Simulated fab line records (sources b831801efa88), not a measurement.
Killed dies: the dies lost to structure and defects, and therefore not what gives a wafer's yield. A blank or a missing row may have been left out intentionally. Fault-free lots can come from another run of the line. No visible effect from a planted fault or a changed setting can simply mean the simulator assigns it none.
Comparing a struck lot with a sound one + flow sky130 + 42 out of 708 route steps
Sound: these wafers, L677.1, L677.3, L677.6. Struck: wafers L688.3, L688.4, L688.6. The cause is given at the end.
Per side, at each step with rows, come the tool, then ch with its chambers, and then its first start. Under that, the readings that differ: sound wafers + struck wafers + difference of the means + sigmas: that difference in standard deviations of wafers without a fault.
alike: words and numbers the same on both sides, and readings whose means are apart by under 2 such deviations; not compared: readings that were withheld, readings missing a value for some wafer, numbers with overlapping values and no deviation given by the record, and bounds like >300 which may hide the same value.
A row with sigmas, a row that says differs or no value, or rows on one side alone: a step with any of these is where the two part. Non-overlapping numbers with no deviation appear without sigmas and do not part them. A reading missing from all wafers of one side parts the sides only when that side holds two or more wafers.

first, 6 steps without rows for these wafers: SKY_LDD_N_IMPLANT_10; SKY_LDD_N_IMPLANT_11; SKY_LDD_N_IMPLANT_12; SKY_LDD_N_IMPLANT_13; SKY_LDD_N_IMPLANT_14; SKY_LDD_N_IMPLANT_15.
SKY_LDD_N_STRIP_16: strips in O2/N2.
  sound on plasma asher-04 ch 0,1, day 18 15:21; struck on plasma asher-02 ch 0,1, day 23 00:38
| reading                      | sound             | struck            | difference | sigmas |
|------------------------------|-------------------|-------------------|------------|--------|
| oes product au (a.u.)        | 0.400 0.404 0.403 | 0.411 0.414 0.410 | +0.009     | +2     |
| strip time to endpoint s (s) | 4.330 4.336 4.348 | 4.300 4.306 4.307 | -0.034     | -2     |
  alike: drypump motor current A
  not compared: rf hours counter h
SKY_LDD_N_TW_MEAS_17:
  struck on film metro-02, day 23 00:49; sound on film metro-03, day 18 15:27
  alike: LDD_N_TW
then, 4 steps without rows for these wafers: SKY_LDD_P_DEHYDRATE_00 (time 60 s); SKY_LDD_P_HMDS_01 (prime time 60 s); SKY_LDD_P_COAT_02 (resist thk 1140 nm); SKY_LDD_P_SOFTBAKE_03 (time 60 s).
SKY_LDD_P_EXPOSE_04: exposes mask PSDM, target cd 380 nm.
  sound on iline stepper-01 ch 0, day 19 05:11; struck on iline stepper-01 ch 0, day 23 15:54
| reading | sound                | struck                  | difference | sigmas |
|---------|----------------------|-------------------------|------------|--------|
| mask    | PSDM#0 PSDM#0 PSDM#0 | HVPTM#0 HVPTM#0 HVPTM#0 | differs    |        |
  alike: exposure dose mJ cm2
then, 2 steps without rows for these wafers: SKY_LDD_P_PEB_05; SKY_LDD_P_DEVELOP_06 (develop time 60 s).
SKY_LDD_P_CD_MEAS_07: target cd 380 nm.
  struck on cd sem-01, day 24 06:09; sound on cd sem-02, day 19 20:06
| reading    | sound             | struck | difference                    | sigmas |
|------------|-------------------|--------|-------------------------------|--------|
| cd nm (nm) | 380.5 379.4 379.9 | - - -  | no value on the struck wafers |        |
SKY_LDD_P_OVL_MEAS_08:
  struck on overlay-01, day 24 06:14; sound on overlay-01, day 19 20:13
| reading        | sound        | struck | difference                    | sigmas |
|----------------|--------------|--------|-------------------------------|--------|
| LDD_P_OVL (nm) | 0.6 0.1 -0.2 | - - -  | no value on the struck wafers |        |
following that, these wafers have no rows for 1 step: SKY_LDD_P_IMPLANT_09.
SKY_LDD_P_STRIP_10: strips in O2/N2.
  sound on plasma asher-03 ch 0,1, day 19 20:29; struck on plasma asher-01 ch 0,1, day 24 06:27
  alike: drypump motor current A, oes product au, strip time to endpoint s
  not compared: rf hours counter h
SKY_LDD_P_TW_MEAS_11:
  struck on film metro-04, day 24 06:32; sound on film metro-01, day 19 20:35
| reading  | sound       | struck   | difference | sigmas      |
|----------|-------------|----------|------------|-------------|
| LDD_P_TW | 639 638 643 | 30 30 30 | -610       | -99 or more |
then, 7 steps without rows for these wafers: SKY_LDD_HVN_DEHYDRATE_00 (time 60 s); SKY_LDD_HVN_HMDS_01 (prime time 60 s); SKY_LDD_HVN_COAT_02 (resist thk 300 nm); SKY_LDD_HVN_SOFTBAKE_03 (time 60 s); SKY_LDD_HVN_EXPOSE_04 (exposes mask HVNTM, target cd 700 nm); SKY_LDD_HVN_PEB_05; SKY_LDD_HVN_DEVELOP_06 (develop time 60 s).
SKY_LDD_HVN_OVL_MEAS_07:
  struck on overlay-01, day 25 11:49; sound on overlay-02, day 21 03:39
  alike: LDD_HVN_OVL
following that, these wafers have no rows for 1 step: SKY_LDD_HVN_IMPLANT_08.
SKY_LDD_HVN_STRIP_09: strips in O2/N2.
  sound on plasma asher-02 ch 0,1, day 21 03:50; struck on plasma asher-02 ch 0,1, day 25 12:01
  alike: drypump motor current A, oes product au, strip time to endpoint s
  not compared: rf hours counter h
SKY_LDD_HVN_TW_MEAS_10:
  struck on film metro-04, day 25 12:07; sound on film metro-01, day 21 03:56
  alike: LDD_HVN_TW
then, 7 steps without rows for these wafers: SKY_LDD_HVP_DEHYDRATE_00 (time 60 s); SKY_LDD_HVP_HMDS_01 (prime time 60 s); SKY_LDD_HVP_COAT_02 (resist thk 300 nm); SKY_LDD_HVP_SOFTBAKE_03 (time 60 s); SKY_LDD_HVP_EXPOSE_04 (exposes mask HVPTM, target cd 700 nm); SKY_LDD_HVP_PEB_05; SKY_LDD_HVP_DEVELOP_06 (develop time 60 s).
SKY_LDD_HVP_OVL_MEAS_07:
  struck on overlay-02, day 26 16:58; sound on overlay-02, day 22 10:48
  alike: LDD_HVP_OVL
following that, these wafers have no rows for 1 step: SKY_LDD_HVP_IMPLANT_08.
SKY_LDD_HVP_STRIP_09: strips in O2/N2.
  sound on plasma asher-02 ch 1, day 22 10:59; struck on plasma asher-01 ch 0,1, day 26 17:11
  alike: drypump motor current A, oes product au, strip time to endpoint s
  not compared: rf hours counter h
SKY_LDD_HVP_TW_MEAS_10:
  struck on film metro-02, day 26 17:16; sound on film metro-03, day 22 11:05
| reading    | sound       | struck      | difference | sigmas |
|------------|-------------|-------------|------------|--------|
| LDD_HVP_TW | 466 463 463 | 694 697 695 | +231       | +68    |

WHERE THEY PART
First at SKY_LDD_N_STRIP_16; last, within this record, at SKY_LDD_HVP_TW_MEAS_10.

WHY: what the simulator had put in
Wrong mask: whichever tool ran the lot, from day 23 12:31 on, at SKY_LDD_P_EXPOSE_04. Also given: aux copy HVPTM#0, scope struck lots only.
